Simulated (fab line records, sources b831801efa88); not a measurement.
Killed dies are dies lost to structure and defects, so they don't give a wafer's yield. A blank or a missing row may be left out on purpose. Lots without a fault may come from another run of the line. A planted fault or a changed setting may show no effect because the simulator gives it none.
A sampling plan put to the test | flow sky130 | one fab line, 8 faults that these records tell of, each judged on the records of the lots that it struck
The plan is the line's own looks: the steps of the route at which a gauge or an inspection reads the wafer and doesn't change it. A look can be judged if struck wafers have a number there and the file gives its usual mean and standard deviation on fault-free wafers. Caught: at a look after the fault's first step, the mean of the struck wafers lies 4 or more of those standard deviations (sigma) from the usual mean. On the tool: the same test on the tool's own readings at the fault's steps. Another recipe on the struck wafers, or a record that is blank for them alone, also counts as caught.

THE FAULTS, as the simulator had put them in
1. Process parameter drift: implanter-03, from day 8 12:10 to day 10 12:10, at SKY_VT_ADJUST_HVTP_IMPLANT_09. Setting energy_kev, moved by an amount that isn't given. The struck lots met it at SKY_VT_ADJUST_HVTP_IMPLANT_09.
2. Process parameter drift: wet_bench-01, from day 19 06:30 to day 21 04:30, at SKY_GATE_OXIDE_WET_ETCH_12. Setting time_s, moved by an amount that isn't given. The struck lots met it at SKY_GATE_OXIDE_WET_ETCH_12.
3. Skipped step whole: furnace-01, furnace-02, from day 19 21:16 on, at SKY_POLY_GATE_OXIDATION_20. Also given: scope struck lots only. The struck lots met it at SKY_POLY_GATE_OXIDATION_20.
4. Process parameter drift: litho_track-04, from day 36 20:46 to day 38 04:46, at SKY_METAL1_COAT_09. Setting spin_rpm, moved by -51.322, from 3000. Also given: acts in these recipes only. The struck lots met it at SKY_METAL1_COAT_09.
5. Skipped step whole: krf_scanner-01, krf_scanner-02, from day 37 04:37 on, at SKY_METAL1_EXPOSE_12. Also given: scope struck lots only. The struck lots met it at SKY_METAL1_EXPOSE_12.
6. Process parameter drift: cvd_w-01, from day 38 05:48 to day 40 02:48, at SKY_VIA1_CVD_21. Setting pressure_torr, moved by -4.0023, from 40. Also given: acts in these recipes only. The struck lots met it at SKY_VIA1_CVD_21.
7. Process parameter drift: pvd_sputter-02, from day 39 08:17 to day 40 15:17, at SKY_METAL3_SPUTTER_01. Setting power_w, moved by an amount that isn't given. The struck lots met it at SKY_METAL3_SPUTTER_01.
8. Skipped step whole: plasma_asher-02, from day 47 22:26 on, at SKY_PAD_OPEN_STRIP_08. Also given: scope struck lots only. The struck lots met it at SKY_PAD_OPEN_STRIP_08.

WHAT THE PLAN SAW
fault | on the tool itself                               | first look that catches it                      | reading, sigma | median hours from its first step to that look | hours from the fault's start to the first struck lot there | judged looks passed uncaught
1     | beam_energy_keV -99 or beyond sigma              | none of the 3 looks that can be judged after it | -              | -                                             | -                                                          | 3
2     | run_length_s -4.0 sigma                          | none of the 2 looks that can be judged after it | -              | -                                             | -                                                          | 2
3     | the tool's record is blank for the struck wafers | none of the 3 looks that can be judged after it | -              | -                                             | -                                                          | 3
4     | spin_speed_rpm -23 sigma                         | not the one look that can be judged after it    | -              | -                                             | -                                                          | 1
5     | no reading that can be judged                    | no look after it can be judged                  | -              | -                                             | -                                                          | 0
6     | chamber_pressure_Torr -46 sigma                  | no look after it can be judged                  | -              | -                                             | -                                                          | 0
7     | cathode_dc_power_W -99 or beyond sigma           | not the one look that can be judged after it    | -              | -                                             | -                                                          | 1
8     | the tool's record is blank for the struck wafers | no look after it can be judged                  | -              | -                                             | -                                                          | 0
A dash: the fault isn't caught, or these records don't give the number.

Caught at a look: 0 of 8. Caught on the tool: 7 of 8. By one or the other: 7 of 8.
Caught on the tool alone: faults 1, 2, 3, 4, 6, 7, 8.
Caught by neither: fault 5.
